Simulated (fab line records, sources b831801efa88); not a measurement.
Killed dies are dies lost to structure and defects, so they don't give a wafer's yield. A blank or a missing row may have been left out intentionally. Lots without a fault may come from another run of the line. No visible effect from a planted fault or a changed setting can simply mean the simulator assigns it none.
Code-filled problem report in 8D (eight disciplines) form | flow gf180mcu | the parts of the form that need people (team, actions taken, sign-off) are left out

## 1. THE PROBLEM
M3_ALCU_THK at GF_M3_THK_MEAS_06 reads a mean of 481 nm on 1 wafer of 1 lot; wafers without a fault read 454 nm with a standard deviation of 4.9. That is +5.5 standard deviations from the usual mean.
The step: measures by xrf.
First seen on wafer L343.2, day 27 06:37, on film metro-03. The record has a number at this step for 33 wafers belonging to 11 lots. By rule, "out" or "out of limits" means more than 4 standard deviations away from the usual mean. The other wafers with a number count as sound.

## 2. WHAT IT IS; WHAT IT IS NOT
question                    | is                | is not
which readings at this step | M3_ALCU_THK       | -
which lots                  | L343              | L323, L324, L328, L329, L330, L331, L332, L333, L335, L342
which wafers of those lots  | L343.2            | L343.3, L343.6
read on which gauges        | film metro-03     | film metro-02, film metro-04
when                        | from day 27 06:37 | up to then (32 sound wafers)

## 3. SUSPECTS, AND WHAT RULES EACH OUT
Counting: if a tool at a process step up to the reading ran every lot that is out, it stays a suspect. Sound lots after the first of them don't rule it out here, since some wafers of a struck lot are sound.
- the gauge at GF_M3_THK_MEAS_06: ruled out. All the wafers that are out were read on film metro-03, but those of them that GF_M3_METAL_ETCH_16 has rows for are out there too, on other tools.
- cmp-01 at GF_V2_CMP_26 (polishes, stops on SiO2, t overpolish 15 s, target thk 0 nm): kept. L343, the lot that is out, went through it at day 27 05:58; up to then, the latest sound lot through it was L342 at day 26 22:29.
- pvd sputter-04 at GF_M3_SPUTTER_03 (material Ti, target thk 10 nm, time 6.7 s): kept. L343, the lot that is out, went through it at day 27 06:25; up to then, the latest sound lot through it was L331 at day 23 07:04.
- pvd sputter-04 at GF_M3_SPUTTER_04 (material TiN, target thk 50 nm, time 41.7 s): kept. L343, the lot that is out, went through it at day 27 06:26; up to then, the latest sound lot through it was L331 at day 23 07:05.
- At GF_V2_CMP_26 on cmp-01, chamber 3 took the sound wafers of the same lots and chamber 2 took the wafers that are out.
Left after counting: cmp-01 at GF_V2_CMP_26, pvd sputter-04 at GF_M3_SPUTTER_03, pvd sputter-04 at GF_M3_SPUTTER_04.

## 4. THE CAUSE (what the simulator had put in)
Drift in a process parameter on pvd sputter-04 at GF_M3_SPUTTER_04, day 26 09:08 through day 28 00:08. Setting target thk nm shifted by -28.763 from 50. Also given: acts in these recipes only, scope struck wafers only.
Of the 3 suspects that counting leaves, this tool is one.

## 5. THE EFFECT CHAIN, in route order
Rows list readings where the struck wafers' mean (over those with a number) sits beyond 3 standard deviations from the usual. Readings are gone through only where the record gives a usual standard deviation; hours: the median, over the lots, of the time from a lot's start at the first step in this table giving one to that lot's start at this step; sigmas: the change measured in usual standard deviations.
hours | step                | reading            | usual      | on struck wafers | change | sigmas
0     | GF_M3_THK_MEAS_06   | M3_ALCU_THK        | 454 nm     | 481              | +27    | +5.5
20    | GF_M3_METAL_ETCH_16 | oes product au     | 0.974 a.u. | 0.942            | -0.032 | -5.2
20    | GF_M3_METAL_ETCH_16 | throttle valve pct | 28.248 %   | 28.289           | +0.041 | +4.4
The process steps in it:
- GF_M3_METAL_ETCH_16: etches the open film in Cl2/BCl3, stops on SiO2, target depth 627.5 nm, time 104.6 s.

## 6. HOW IT WOULD HAVE BEEN CAUGHT EARLIER
The first out-of-limits reading at a measuring or inspecting step in this record came at day 27 06:37, 21 hours after the fault's start at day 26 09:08.
No tool reading at GF_M3_SPUTTER_04 that has a usual standard deviation in the record was out on any struck wafer, so an alarm limit of 4 standard deviations on those readings would not have fired.
By day 27 06:37 the whole set of lots that are out, 1 in number, had already begun GF_M3_SPUTTER_04 on pvd sputter-04. A hold on the tool at that time would have spared none of them.
